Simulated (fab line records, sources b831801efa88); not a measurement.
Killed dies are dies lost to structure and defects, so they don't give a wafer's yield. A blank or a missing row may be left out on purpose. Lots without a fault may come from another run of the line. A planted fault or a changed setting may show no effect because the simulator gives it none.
fab line records | flow sky130
record lots=5 wafers=15 last_day=49
route steps=708 shown SD_P@324 RES_XHIGH@332 SD_N@342 SALICIDE@361 LI_CONTACT@362 PAD_OPEN@708
lots that met no fault: from a run of the same line without faults
start_h: hours from the record's first day to the start of the lot's first wafer shown | wait_h: hours since the lot's step before | " the same as in the row above | L1.1+2: a row that stands for several wafers | - no value, or no start given | * or withheld: withheld | < > ~ a bound
route shown NAME@n: a module of which the file shows steps, and the number in the route of the first | usual: mean/standard deviation of fault-free wafers | same: alike in all rows | chamber/n: place in a boat | sites: the reading at each site | _std_site: their standard deviation | _edge_site: outer sites' mean less inner sites' | radius_mm: how far each site lies from the wafer's centre | mask NAME#n: copy n | behind: the tool/chamber that last shaped the wafer | hold: why the lot was held/for how many hours/how that ended | device: the transistor (n, p or np) that didn't switch | end of line: the same wafers' tests at the end of the route | a step without rows: its recipe alone | killed: dies lost to structure and defects at the first sort, not the wafer's yield | map: a wafer's dies, x killed, . not, _ none there
set.NAME: the setting as run; set.NAME@STEP: as run at that earlier step | model.NAME: the simulator's own value behind a step, which no gauge read
lots at some steps of the route; a table a step, a row a wafer
services: from which hour (start_h, from the record's first day; less than 0 if before it) a tool's chamber was out of use, for how many hours, and why
## steps
# step SKY_SD_P_EXPOSE_04
# recipe mask_id=PSDM na=0.6 source_shape=conventional sigma_outer=0.6 polarization=unpolarized target_cd_nm=380 dose_mj=138
# step SKY_SD_P_PEB_05
# recipe temp_c=withheld time_s=* resist=NOVOLAK
# step SKY_SD_P_DEVELOP_06
# recipe resist=NOVOLAK developer=TMAH develop_time_s=60 dev_temp_c=23
# step SKY_SD_P_IMPLANT_09
# recipe species=BF2 energy_kev=20 dose_cm2=3e+15 tilt_deg=0
# step SKY_SD_P_STRIP_10
# recipe chemistry=O2/N2 power_w=1400 pressure_mtorr=1500 platen_temp_c=withheld o2_flow_sccm=3000 n2_flow_sccm=300 overash_fraction=0.5
# step SKY_RES_XHIGH_DEHYDRATE_00
# recipe temp_c=200 time_s=60
# step SKY_RES_XHIGH_HMDS_01
# recipe prime_time_s=60 prime_temp_c=120
# step SKY_RES_XHIGH_COAT_02
# recipe resist=NOVOLAK spin_rpm=3000 resist_thk_nm=1140
# step SKY_RES_XHIGH_SOFTBAKE_03
# recipe temp_c=90 time_s=60 resist=NOVOLAK
# step SKY_RES_XHIGH_EXPOSE_04
# recipe mask_id=URPM na=0.6 source_shape=conventional sigma_outer=0.6 polarization=unpolarized target_cd_nm=1270 dose_mj=140
# columns lot.wafer tool chamber start_h wait_h mask model.RES_XHIGH.overlay_x_nm
L616.1+3+6 iline_stepper-01 0 594.89 - URPM#0 0.5682
L618.1+2+5 iline_stepper-01 0 623.48 - URPM#0 -0.3904
L628.1+3+6 iline_stepper-01 0 708.47 - URPM#0 230.8
L631.2+3+4 iline_stepper-01 0 726.64 - URPM#0 230
L632.1+3+5 iline_stepper-01 0 731.14 - URPM#0 230.3
# step SKY_RES_XHIGH_PEB_05
# recipe temp_c=withheld time_s=* resist=NOVOLAK
# step SKY_RES_XHIGH_DEVELOP_06
# recipe resist=NOVOLAK developer=TMAH develop_time_s=60 dev_temp_c=23
# step SKY_RES_XHIGH_IMPLANT_07
# recipe species=BF2 energy_kev=20 dose_cm2=3.6e+14 tilt_deg=0
# step SKY_RES_XHIGH_STRIP_08
# recipe chemistry=O2/N2 power_w=1400 pressure_mtorr=1500 platen_temp_c=withheld o2_flow_sccm=3000 n2_flow_sccm=300 overash_fraction=0.5
# step SKY_SD_N_DEHYDRATE_00
# recipe temp_c=200 time_s=60
# step SKY_SD_N_HMDS_01
# recipe prime_time_s=60 prime_temp_c=120
# step SKY_SD_N_COAT_02
# recipe resist=NOVOLAK spin_rpm=3000 resist_thk_nm=1140
# step SKY_SD_N_SOFTBAKE_03
# recipe temp_c=90 time_s=60 resist=NOVOLAK
# step SKY_SD_N_EXPOSE_04
# recipe mask_id=NSDM na=0.6 source_shape=conventional sigma_outer=0.6 polarization=unpolarized target_cd_nm=380 dose_mj=141
# step SKY_SD_N_PEB_05
# recipe temp_c=withheld time_s=* resist=NOVOLAK
# step SKY_SD_N_DEVELOP_06
# recipe resist=NOVOLAK developer=TMAH develop_time_s=60 dev_temp_c=23
# step SKY_SD_N_IMPLANT_09
# recipe species=As energy_kev=50 dose_cm2=4e+15 tilt_deg=0
# step SKY_SD_N_IMPLANT_10
# recipe species=P energy_kev=20 dose_cm2=1e+14 tilt_deg=0
# step SKY_SD_N_STRIP_11
# recipe chemistry=O2/N2 power_w=1400 pressure_mtorr=1500 platen_temp_c=withheld o2_flow_sccm=3000 n2_flow_sccm=300 overash_fraction=0.5
# step SKY_SD_N_CLEAN_13
# recipe chemistry=SC1/SC2 mix=1:4:20 temp_c=70 time_s=150 dry=n2_spin
# step SKY_SD_N_RTA_14
# recipe temp_c=1075 time_s=2 idle_temp_c=650 ramp_up_c_per_s=150 ramp_down_c_per_s=90 ambient=N2
# step SKY_SALICIDE_CLEAN_00
# recipe chemistry=HF-last time_s=30 dilution=100:1 dry=ipa_marangoni
# step SKY_LI_CONTACT_HDPCVD_00
# recipe material=PSG target_thk_nm=930 sigma_open_frac=0.3 time_s=155 temp_c=600 sih4_flow_sccm=60 pressure_mtorr=6
# step SKY_LI_CONTACT_CMP_02
# recipe material=PSG down_force_psi=4 platen_rpm=60 pad_velocity_m_s=0.94248
# step SKY_PAD_OPEN_PROBE_99
# usual killed_at_M0_to_M3=42/7.7 killed_at_M4_up=3.1/1.9 killed_at_contacts=24/4.9 killed_at_front_end=15/4.6 killed_at_other=0.3/0.51 killed_dies=85/9.9 killed_open=47/7.1 killed_short=38/6.7
# same gross_dies=492 killed_at_back_side=0
# columns lot.wafer tool chamber start_h wait_h killed_at_M0_to_M3 killed_at_M4_up killed_at_contacts killed_at_front_end killed_at_other killed_dies killed_open killed_short model.etest.res_xhigh_po.line_ohm_um model.etest.res_xhigh_po.width_nm
L616.1 prober-02 - 1071.67 0.1 42 3 27 12 0 84 47 37 5473 348.1
L616.3 prober-02 - 1071.77 0.2 52 5 17 14 1 89 48 41 5802 349.4
L616.6 prober-02 - 1071.92 0.2 38 6 31 13 0 88 51 37 5637 347.9
L618.1 prober-01 - 1090.86 0.1 37 6 26 10 0 79 35 44 5854 351
L618.2 prober-01 - 1090.91 0.1 45 5 19 17 0 86 48 38 5378 351.5
L618.5 prober-01 - 1091.06 0.2 43 4 28 9 0 84 48 36 5736 351.3
L628.1 prober-01 - 1149.34 0.1 41 2 23 19 5 90 54 30 6314 319.8
L628.3 prober-01 - 1149.44 0.2 42 6 11 22 10 91 34 45 6519 318.7
L628.6 prober-01 - 1149.59 0.2 24 2 22 24 7 79 45 27 6247 318.1
L631.2 prober-02 - 1161.22 0.1 60 5 26 18 6 115 58 52 5896 320.3
L631.3 prober-02 - 1161.27 0.2 38 2 30 11 5 86 40 41 6265 320.4
L631.4 prober-02 - 1161.32 0.2 41 2 16 14 5 78 45 28 6144 319.1
L632.1 prober-01 - 1165.96 0.1 35 1 22 16 7 81 37 37 6077 315.6
L632.3 prober-01 - 1166.06 0.2 49 2 23 24 9 107 56 42 6043 314.3
L632.5 prober-01 - 1166.16 0.2 38 2 24 11 4 79 40 35 6127 315.1
# killed by level:class
L616.1 VIA1:geometric_particle:open=9 LI_CONTACT:geometric_particle:open=9 CONTACT:geometric_particle:open=8 METAL1:geometric_particle:short=8 VIA3:geometric_particle:open=7 LI_CONTACT:geometric_particle:short=5 VIA1:geometric_particle:short=5 VIA2:geometric_particle:open=5
L616.3 VIA1:geometric_particle:open=14 METAL1:geometric_particle:short=8 FIELD_ISO:geometric_particle:open=7 CONTACT:geometric_particle:open=7 METAL2:geometric_particle:short=7 VIA2:geometric_particle:open=5 VIA1:geometric_particle:short=4 LI_CONTACT:geometric_particle:open=4
L616.6 LI_CONTACT:geometric_particle:open=10 VIA1:geometric_particle:open=9 CONTACT:geometric_particle:open=7 VIA3:geometric_particle:open=7 FIELD_ISO:geometric_particle:open=6 CONTACT:geometric_particle:short=6 LI_CONTACT:geometric_particle:short=5 METAL2:geometric_particle:short=5
L618.1 CONTACT:geometric_particle:open=12 VIA1:geometric_particle:open=7 METAL4:geometric_particle:short=6 LOCAL_INTERCONNECT:geometric_particle:short=5 CONTACT:geometric_particle:short=5 METAL1:geometric_particle:short=5 METAL2:geometric_particle:short=5 FIELD_ISO:geometric_particle:short=4
L618.2 CONTACT:geometric_particle:open=11 METAL1:geometric_particle:short=9 FIELD_ISO:geometric_particle:open=8 METAL2:geometric_particle:short=8 VIA2:geometric_particle:open=6 VIA3:geometric_particle:open=6 VIA1:geometric_particle:open=5 FIELD_ISO:geometric_particle:short=4
L618.5 VIA1:geometric_particle:open=12 CONTACT:geometric_particle:open=7 CONTACT:geometric_particle:short=7 VIA3:geometric_particle:open=7 LOCAL_INTERCONNECT:geometric_particle:short=6 LI_CONTACT:geometric_particle:open=5 METAL1:geometric_particle:short=5 VIA2:geometric_particle:short=4
L628.1 VIA1:geometric_particle:open=15 LI_CONTACT:geometric_particle:open=9 CONTACT:geometric_particle:open=8 VIA2:geometric_particle:open=6 POLY_GATE:geometric_particle:open=5 METAL2:geometric_particle:short=5 RES_XHIGH:overlay=5 FIELD_ISO:geometric_particle:short=4
L628.3 VIA1:geometric_particle:open=13 RES_XHIGH:overlay=10 FIELD_ISO:geometric_particle:short=6 METAL1:geometric_particle:short=6 VIA2:geometric_particle:open=5 POLY_GATE:geometric_particle:open=5 METAL4:geometric_particle:short=5 METAL2:geometric_particle:short=5
L628.6 LI_CONTACT:geometric_particle:open=10 CONTACT:geometric_particle:open=7 FIELD_ISO:geometric_particle:short=6 POLY_GATE:geometric_particle:open=6 VIA1:geometric_particle:open=6 RES_XHIGH:overlay=6 FIELD_ISO:geometric_particle:open=4 METAL2:geometric_particle:short=4
L631.2 VIA1:geometric_particle:open=15 VIA3:geometric_particle:open=12 CONTACT:geometric_particle:open=8 VIA1:geometric_particle:short=8 VIA2:geometric_particle:open=7 LI_CONTACT:geometric_particle:open=6 CONTACT:geometric_particle:short=6 FIELD_ISO:geometric_particle:short=5
L631.3 VIA1:geometric_particle:open=11 CONTACT:geometric_particle:short=8 CONTACT:geometric_particle:open=7 METAL2:geometric_particle:short=7 LOCAL_INTERCONNECT:geometric_particle:short=6 LI_CONTACT:geometric_particle:open=5 RES_XHIGH:overlay=5 POLY_GATE:geometric_particle:short=4
L631.4 VIA1:geometric_particle:open=17 POLY_GATE:geometric_particle:short=6 CONTACT:geometric_particle:open=6 POLY_GATE:geometric_particle:open=5 LI_CONTACT:geometric_particle:open=5 RES_XHIGH:overlay=5 VIA1:geometric_particle:short=4 VIA2:geometric_particle:open=4
L632.1 CONTACT:geometric_particle:open=8 METAL1:geometric_particle:short=7 RES_XHIGH:overlay=7 VIA1:geometric_particle:open=6 FIELD_ISO:geometric_particle:short=5 VIA3:geometric_particle:open=5 LOCAL_INTERCONNECT:geometric_particle:open=4 CONTACT:geometric_particle:short=4
L632.3 VIA2:geometric_particle:open=12 RES_XHIGH:overlay=9 POLY_GATE:geometric_particle:short=7 VIA1:geometric_particle:open=7 CONTACT:geometric_particle:open=7 VIA3:geometric_particle:open=6 LI_CONTACT:geometric_particle:open=5 FIELD_ISO:geometric_particle:short=4
L632.5 CONTACT:geometric_particle:open=10 VIA1:geometric_particle:open=8 POLY_GATE:geometric_particle:open=4 LI_CONTACT:geometric_particle:short=4 LOCAL_INTERCONNECT:geometric_particle:open=4 METAL1:geometric_particle:short=4 VIA1:geometric_particle:short=4 METAL2:geometric_particle:short=4
# map L628.3 (x killed, . not)
__________....x.x..x_________
________....x...x....._______
______x................._____
_____x.x.x....x..x...x..x____
____.x....x...xxxx......x.___
___......x.x.x.x......xx...__
__x....x....x...........x..._
_...........x.x...xx.x....x..
_x.....x..x..............x..x
_....x.xxx.x............x....
_x.xx.........x.x.x..x....x..
_..........x....xx...x.....x.
_x.....x.......x...x....x....
_.xxx...................x...x
_.x............x.............
__..x.x....x..x............._
___.x....x..x..............__
____x....x.x..............___
_____...x.x...x..........____
______.x...x............_____
________.......x......_______
__________.......xxx_________
# map L631.2 (x killed, . not)
__________..x...xx.._________
________x....xx...x..._______
______................x._____
_____x.........x.........____
____x.........x.x.x.....xx___
___x.x..x...xx..x....xx...x__
__...x..x..........x.......x_
_..........x....x..x.....xx.x
_..x....x.....xxxx...........
_............x....x...xx...x.
_.....x.........xxxx......x..
_xxx.xx..x............x.x.x..
_..xxx..xx..........x.x..x.x.
_.......xx......x.x..........
_.x.......x.x....x.....xxx...
__x...xxx...xxx.x..........._
___........x.......x......x__
____..........xxx.x..x...x___
_____..x.xx..xxx...x.x...____
______..x.x.x..........._____
________xx..x...x....x_______
__________.x........_________
## services
# columns tool chamber start_h hours kind
iline_stepper-01 0 585.75 - calibration
iline_stepper-01 - 675.77 1.7 pm
## key
first_sign step=SKY_PAD_OPEN_PROBE_99 reading=killed_at_other direction=up sigmas=6.1 usual=0.3 struck=6.4
effect none on later readings
model_effect step=SKY_RES_XHIGH_EXPOSE_04 value=RES_XHIGH.overlay_x_nm without=0.646 struck=230.4
model_effect step=SKY_PAD_OPEN_PROBE_99 value=etest.res_xhigh_po.line_ohm_um without=5647 struck=6181
met_at SKY_RES_XHIGH_EXPOSE_04
struck_wafers L628.1,L628.3,L628.6,L631.2,L631.3,L631.4,L632.1,L632.3,L632.5
tester_left_out L628,L631,L632
onset_between 623.48 708.47
also_fits time
fault kind=scanner_matching_overlay tool=iline_stepper-01 chamber=- onset_h=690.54 steps=SKY_RES_XHIGH_EXPOSE_04 offset=229.74
# tester_left_out: of these lots the tester's yield and bins aren't shown, on N5 and GAA mostly nor the transistor test; their killed dies are dies lost to structure and defects alone, not to doping, threshold or leakage, so they don't give the yield
